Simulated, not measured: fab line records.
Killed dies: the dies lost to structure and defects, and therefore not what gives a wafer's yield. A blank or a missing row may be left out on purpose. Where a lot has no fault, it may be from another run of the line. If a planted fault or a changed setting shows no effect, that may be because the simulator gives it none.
Chamber matching | flow sfq line | 3 sister chambers for SFQ_TRILAYER_I0_DEP_PECVD_027 on pecvd-02
The step deposits SiO2 from SiH4/N2O, time 111.11 s, target thk 500 nm. 20 wafers are shown with their chamber, then 10 later ones without.

== WAFERS, EACH WITH ITS CHAMBER ==
wafer  | chamber | throttle valve pct (%) | heater power w (W)
L257.1 | 1       | 25.3                   | 95
L257.3 | 0       | 24.9                   | 93
L257.4 | 0       | 24.9                   | 93
L258.3 | 0       | 24.9                   | 89
L258.4 | 0       | 25.2                   | 78
L258.5 | 2       | 23.7                   | 86
L260.2 | 0       | 25.2                   | 87
L260.3 | 2       | 23.6                   | 80
L260.5 | 2       | 23.8                   | 83
L261.3 | 0       | 25.2                   | 93
L261.4 | 2       | 23.6                   | 86
L261.6 | 0       | 25.0                   | 75
L263.2 | 2       | 23.9                   | 83
L263.3 | 0       | 25.0                   | 91
L263.6 | 2       | 23.7                   | 86
L264.1 | 2       | 23.9                   | 86
L264.3 | 0       | 24.8                   | 92
L264.6 | 2       | 23.6                   | 88
L266.4 | 2       | 23.9                   | 83
L266.5 | 1       | 25.5                   | 95

SIGNATURES, as means of the wafers listed above
reading            | chamber 0 | chamber 1 | chamber 2 | scatter within a chamber
throttle valve pct | 25.011    | 25.400    | 23.744    | 0.144
heater power w     | 87.89     | 95.00     | 84.56     | 4.97
Rule: a wafer lies at a distance from a chamber equal to the root of the sum of squares, over the readings, of (its reading less the chamber's mean, divided by the reading's scatter). If the next closest chamber is less than 2 further off than the closest, the wafer can't be placed; otherwise it belongs to the closest. The scatter: take each reading less its chamber's mean, square it, sum over the shown wafers, divide by the number of wafers less the number of chambers, and take the root.

== WAFERS WITHOUT THEIR CHAMBER ==
wafer  | throttle valve pct (%) | heater power w (W)
L266.6 | 24.7                   | 91
L268.2 | 23.7                   | 76
L268.3 | 24.7                   | 89
L268.4 | 24.0                   | 79
L269.4 | 23.8                   | 76
L269.5 | 24.8                   | 87
L269.6 | 23.8                   | 80
L272.2 | 25.2                   | 95
L272.4 | 23.9                   | 85
L272.6 | 25.3                   | 80

== THE CHAMBER EACH PASSED THROUGH ==
wafer  | from the rows above     | in truth
L266.6 | 0                       | 0
L268.2 | 2                       | 2
L268.3 | 0                       | 0
L268.4 | 2                       | 2
L269.4 | 2                       | 2
L269.5 | 0                       | 0
L269.6 | 2                       | 2
L272.2 | can't be placed: 1 or 0 | 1
L272.4 | 2                       | 2
L272.6 | can't be placed: 0 or 1 | 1
Correctly placed: 8 of 10. Cannot be placed on the basis of these rows: 2; the candidates contain the true chamber in 2. Wrongly placed: 0.
